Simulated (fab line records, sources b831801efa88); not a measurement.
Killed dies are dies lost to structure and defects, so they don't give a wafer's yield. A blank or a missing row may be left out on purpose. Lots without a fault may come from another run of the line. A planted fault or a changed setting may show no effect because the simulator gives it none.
A struck lot beside a sound one | flow sky130 | 15 steps out of a route of 708
Sound: wafers L731.1, L731.2, L731.3. Struck: wafers L739.2, L739.3, L739.5. The cause comes at the end.
At each step with rows: each side's tool, then ch and its chambers, then its first start. Under that, the readings that differ: sound wafers | struck wafers | difference of the means | sigmas: that difference in standard deviations of wafers without a fault.
alike: readings whose means differ by less than 2 such deviations, and words and numbers that are the same on both sides. not compared: withheld readings, readings that some wafer has no value for, bounds like >300 that may hide the same value, and numbers for which the record gives no deviation and whose values overlap.
The two part at a step that has a row with sigmas, a row that says differs or no value, or rows on one side only. Numbers that don't overlap but have no deviation are shown without sigmas and don't part them. A reading that every wafer of one side lacks parts them only if that side has two wafers or more.

first, 3 steps without rows for these wafers: SKY_VIA3_EXPOSE_09 (exposes mask VIM3, target cd 200 nm); SKY_VIA3_PEB_10; SKY_VIA3_DEVELOP_11 (develop time 60 s).
SKY_VIA3_CD_MEAS_12: target cd 200 nm.
  sound on cd_sem-01, day 40 02:38; struck on cd_sem-02, day 42 22:03
  reading    | sound             | struck            | difference | sigmas
  cd_nm (nm) | 201.7 201.2 201.5 | 198.4 198.0 198.6 | -3.1       | -2
SKY_VIA3_OVL_MEAS_13:
  sound on overlay-01, day 40 02:46; struck on overlay-01, day 42 22:10
  alike: VIA3_OVL
SKY_VIA3_ETCH_14: etches BARC in N2/H2, stops on SiO2, time 45.9 s, target depth 60 nm.
  sound on rie_diel-04 ch 0,1,2, day 40 02:48; struck on rie_diel-02 ch 0,2, day 42 22:11
  alike: chamber_pressure_mTorr, drypump_motor_current_A, h2_flow_sccm, oes_product_au, throttle_valve_pct
  not compared: rf_hours_counter_h
SKY_VIA3_ETCH_15: etches SiO2 in C4F8/O2/Ar, stops on TiN, target depth 507 nm, time 78 s.
  sound on rie_diel-04 ch 0,1,2, day 40 02:50; struck on rie_diel-02 ch 0,2, day 42 22:14
  alike: chamber_pressure_mTorr, oes_product_au
  not compared: rf_hours_counter_h
SKY_VIA3_STRIP_16: strips in O2/N2.
  sound on plasma_asher-01 ch 0,1, day 40 02:54; struck on plasma_asher-02 ch 1, day 42 22:17
  alike: chamber_pressure_mTorr, drypump_motor_current_A, oes_product_au, strip_time_to_endpoint_s
  not compared: rf_hours_counter_h
then, 3 steps without rows for these wafers: SKY_VIA3_STRIP_17 (strips in post etch residue remover, time 1200 s); SKY_VIA3_CLEAN_18 (cleans in IPA, time 180 s); SKY_VIA3_CLEAN_19 (cleans in O3/DIW).
SKY_VIA3_SPUTTER_20: material TiN, target thk 20 nm, time 80 s.
  sound on pvd_sputter-02, day 40 03:30; struck on pvd_sputter-04, day 42 22:53
  alike: throttle_valve_pct
SKY_VIA3_CVD_21: deposits W, target thk 390 nm, time 117.31 s.
  sound on cvd_w-02 ch 0,1, day 40 03:34; struck on cvd_w-01 ch 0,1, day 42 22:57
  no value came back on the struck wafers for chamber_pressure_Torr (Torr), heater_power_outer_w (W), heater_power_w (W); on the sound wafers chamber_pressure_Torr (Torr) reads 40.06 39.90 39.92
SKY_VIA3_RS_MEAS_22: measures by four-point-probe.
  sound on film_metro-02, day 40 03:41; struck on film_metro-02, day 42 23:23
  reading            | sound                | struck               | difference | sigmas
  VIA3_W_RS (ohm/sq) | 0.2941 0.2934 0.2930 | 57.987 57.821 58.308 | +57.745    | +99 or more
  not compared: hold
then, 1 step without rows for these wafers: SKY_PAD_OPEN_PROBE_99.

WHERE THEY PART
First at SKY_VIA3_CD_MEAS_12; last, within this record, at SKY_VIA3_RS_MEAS_22.

WHY: what the simulator had put in
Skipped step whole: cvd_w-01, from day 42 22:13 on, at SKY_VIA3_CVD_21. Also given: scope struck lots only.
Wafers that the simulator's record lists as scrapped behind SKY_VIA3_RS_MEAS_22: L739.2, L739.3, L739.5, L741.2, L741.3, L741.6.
